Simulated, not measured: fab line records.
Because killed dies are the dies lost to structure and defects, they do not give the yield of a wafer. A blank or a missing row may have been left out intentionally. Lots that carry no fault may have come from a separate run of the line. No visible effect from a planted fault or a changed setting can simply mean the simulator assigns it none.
Which tool is to blame?	flow sky130	Sampling: 12 lots, 36 wafers, 5 of 708 route steps

WHAT THE GAUGES READ, wafer by wafer
SKY_SD_N_RS_MEAS_16: uses a four-point probe to measure.
lot	measured	on	SD_N_RS (ohm/sq)
L860	day 28 02:48	film-metro-04	68.77 68.72 68.71
L861	day 28 15:52	film-metro-02	68.59 68.66 68.54
L862	day 29 07:31	film-metro-02	68.40 68.47 68.46
L864	day 30 04:04	film-metro-02	68.73 68.63 68.70
L865	day 30 06:59	film-metro-01	68.43 68.44 68.38
L869	day 31 08:27	film-metro-01	68.56 68.42 68.36
L870	day 31 18:43	film-metro-02	68.68 68.68 68.67
L872	day 32 08:05	film-metro-04	68.61 68.54 68.55
L876	day 33 21:02	film-metro-02	66.07 66.11 66.15
L880	day 35 16:55	film-metro-01	68.45 68.41 68.59
L879	day 35 17:32	film-metro-04	66.08 65.90 66.09
L881	day 35 22:05	film-metro-02	68.69 68.81 68.68

SKY_LI_CONTACT_THK_MEAS_01.
lot	measured	on	LI_CONTACT_HDPCVD_THK (nm)
L860	day 28 03:19	film-metro-01	927 914 916
L861	day 28 16:21	film-metro-01	930 922 920
L862	day 29 07:59	film-metro-02	923 940 928
L864	day 30 04:32	film-metro-04	932 932 921
L865	day 30 07:28	film-metro-01	923 924 920
L869	day 31 08:55	film-metro-04	931 918 931
L870	day 31 19:11	film-metro-04	934 923 924
L872	day 32 08:34	film-metro-01	941 933 923
L876	day 33 21:59	film-metro-04	939 931 940
L880	day 35 17:24	film-metro-02	925 939 915
L879	day 35 18:01	film-metro-04	903 913 919
L881	day 35 22:34	film-metro-01	929 934 931

WHICH TOOL RAN EACH LOT (tool, then ch and the chambers of the sampled wafers, then the start)
lot	SKY_POLY_CUT_ETCH_11	SKY_SD_P_STRIP_10	SKY_SD_N_IMPLANT_10
L860	rie-diel-02 ch 0,2, day 24 10:28	plasma-asher-02 ch 0,1, day 25 15:43	implanter-04 ch 0, day 28 02:16
L861	rie-diel-02 ch 0,3, day 25 00:37	plasma-asher-04 ch 0,1, day 26 05:10	implanter-01 ch 0, day 28 15:17
L862	rie-diel-02 ch 0,2,3, day 25 17:28	plasma-asher-04 ch 0,1, day 26 23:01	implanter-02 ch 0, day 29 06:58
L864	rie-diel-03 ch 0,1,2, day 26 17:28	plasma-asher-04 ch 0,1, day 27 21:35	implanter-01 ch 0, day 30 03:32
L865	rie-diel-03 ch 0,1,3, day 26 20:13	plasma-asher-01 ch 0,1, day 28 01:38	implanter-01 ch 0, day 30 06:26
L869	rie-diel-02 ch 0,1,3, day 27 22:10	plasma-asher-04 ch 0,1, day 29 01:30	implanter-02 ch 0, day 31 07:56
L870	rie-diel-02 ch 1,2,3, day 28 09:19	plasma-asher-01 ch 0,1, day 29 11:02	implanter-04 ch 0, day 31 18:11
L872	rie-diel-02 ch 0,1,3, day 28 23:16	plasma-asher-01 ch 0,1, day 30 01:55	implanter-01 ch 0, day 32 07:32
L876	rie-diel-03 ch 0,3, day 30 13:04	plasma-asher-01 ch 0,1, day 31 15:45	implanter-01 ch 0, day 33 20:11
L880	rie-diel-02 ch 0,3, day 32 08:07	plasma-asher-01 ch 0,1, day 33 11:20	implanter-01 ch 0, day 35 16:23
L879	rie-diel-04 ch 0,2,3, day 32 08:25	plasma-asher-01 ch 0,1, day 33 11:56	implanter-02 ch 0, day 35 16:41
L881	rie-diel-02 ch 0,1,3, day 32 13:49	plasma-asher-02 ch 0,1, day 33 17:11	implanter-04 ch 0, day 35 21:32
- SKY_POLY_CUT_ETCH_11: etches Si3N4 in CF4/CH2F2/Ar, stops on poly-Si, time 42.5 s, target depth 60 nm.
- SKY_SD_P_STRIP_10: strips in O2/N2.
- SKY_SD_N_IMPLANT_10

AS READ BY THE TOOLS THEMSELVES (means over the sampled wafers that have a number; for cases with no such wafer, the mark the record gives instead)
SKY_POLY_CUT_ETCH_11.
lot	tool	cf4-flow-sccm (sccm)	drypump-motor-current-A (A)	oes-product-au (a.u.)	throttle-valve-pct (%)
L860	rie-diel-02	40.10	6.1	0.835	14.994
L861	rie-diel-02	40.08	5.4	0.828	14.998
L862	rie-diel-02	40.05	5.7	0.828	14.995
L864	rie-diel-03	40.06	5.8	0.830	14.994
L865	rie-diel-03	39.99	5.3	0.840	15.001
L869	rie-diel-02	40.02	5.6	0.830	14.999
L870	rie-diel-02	39.93	5.7	0.829	14.994
L872	rie-diel-02	40.00	5.6	0.832	14.988
L876	rie-diel-03	40.00	5.0	0.835	14.998
L880	rie-diel-02	40.02	5.4	0.830	14.994
L879	rie-diel-04	40.06	5.6	0.830	14.996
L881	rie-diel-02	39.91	5.6	0.830	14.992

SKY_SD_P_STRIP_10.
lot	tool	drypump-motor-current-A (A)	oes-product-au (a.u.)	strip-time-to-endpoint-s (s)
L860	plasma-asher-02	6.0	0.618	17.45
L861	plasma-asher-04	5.7	0.616	17.53
L862	plasma-asher-04	5.7	0.617	17.52
L864	plasma-asher-04	5.8	0.615	17.52
L865	plasma-asher-01	5.1	0.617	17.51
L869	plasma-asher-04	5.7	0.620	17.45
L870	plasma-asher-01	5.2	0.617	17.46
L872	plasma-asher-01	5.1	0.621	17.54
L876	plasma-asher-01	5.1	0.619	17.43
L880	plasma-asher-01	5.1	0.614	17.50
L879	plasma-asher-01	5.2	0.614	17.50
L881	plasma-asher-02	6.0	0.621	17.53

THE ANSWER, worked out from the rows above alone
Rule: what is usual is taken from the lots themselves. Put in order of their means at a reading, lots are off if they are a third of the lots or fewer, leave a main group of 4 or more, and stand apart from it by a gap of 3 or more times the standard deviation of the main group's means; of several such gaps the widest counts. Not used: any main group whose means are identical at the precision the tables above print for the reading. Also off: a lot with no number at a reading for which 4 or more lots have one. Any other lot the step has rows for is counted as sound. Order of review: gauges by route order, followed by the tools' own readings, for which a lot's mean as printed above is used. The first step at which some lot is off is used, and at that step the reading that is off furthest; a lot without a number counts as furthest.
Off: L876, L879, at SKY_SD_N_RS_MEAS_16 (SD_N_RS). Mean 68.58 ohm/sq and standard deviation 0.12 in the main group.
A tool fits if, at a process step before that reading, it ran every lot that is off, and no sound lot after the first of them. Those tools and the gauges at SKY_SD_N_RS_MEAS_16 are tried in the same way. Not one of the candidates tried fits.

WHAT HAD BEEN PUT IN BY THE SIMULATOR
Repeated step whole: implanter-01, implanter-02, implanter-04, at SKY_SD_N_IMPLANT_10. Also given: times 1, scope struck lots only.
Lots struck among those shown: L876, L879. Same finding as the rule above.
